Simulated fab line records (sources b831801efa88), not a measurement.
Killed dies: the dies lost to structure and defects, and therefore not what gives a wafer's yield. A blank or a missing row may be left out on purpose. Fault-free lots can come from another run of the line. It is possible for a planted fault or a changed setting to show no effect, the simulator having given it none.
What tool caused it? -- flow sfqLine -- 6 lots with 18 wafers sampled at 2 steps, on a route of 325 steps

## WHAT EACH GAUGE READ, for each wafer
SFQ_M3_RS_MEAS_919: a four-point-probe measurement.
lot,measured,on,M3_NB_RS (ohm/sq)
L162,day 37 03:17,filmMetro-01,0.884 0.895 0.907
L165,day 37 20:05,filmMetro-02,0.885 0.887 0.885
L172,day 41 15:43,filmMetro-01,0.872 0.874 0.876
L175,day 42 19:28,filmMetro-01,0.890 0.878 0.893
L180,day 43 09:53,filmMetro-04,0.892 0.894 0.898
L182,day 43 20:53,filmMetro-04,0.881 0.885 0.888

## TOOL THAT RAN EACH LOT (tool first, then ch and the chambers of the sampled wafers, then the start)
lot,SFQ_TRILAYER_M3_DEP_SPUTTER_073
L162,"pvdSputter-05, day 37 03:11"
L165,"pvdSputter-03, day 37 19:59"
L172,"pvdSputter-04, day 41 15:38"
L175,"pvdSputter-05, day 42 19:21"
L180,"pvdSputter-04, day 43 09:45"
L182,"pvdSputter-05, day 43 20:48"
- SFQ_TRILAYER_M3_DEP_SPUTTER_073: material Nb, target thk 200 nm, time 133.3 s.

## THE ANSWER, worked out from the rows above alone
Rule: what is usual is taken from the lots themselves. The widest of any qualifying gaps counts: lots, ordered by their means at a reading, are off when they make up no more than a third of the lots, leave a main group of 4 or more, and stand apart from it by 3 or more times the standard deviation of that group's means. The tables above print the reading to a certain number of digits; a main group whose means all agree to those digits is not used. Also off: a lot with no number at a reading for which 4 or more lots have one. All remaining lots with rows at the step are treated as sound.
Nothing can be told from this: no lot is off at any reading shown.

## WHAT THE SIMULATOR HAD INSERTED
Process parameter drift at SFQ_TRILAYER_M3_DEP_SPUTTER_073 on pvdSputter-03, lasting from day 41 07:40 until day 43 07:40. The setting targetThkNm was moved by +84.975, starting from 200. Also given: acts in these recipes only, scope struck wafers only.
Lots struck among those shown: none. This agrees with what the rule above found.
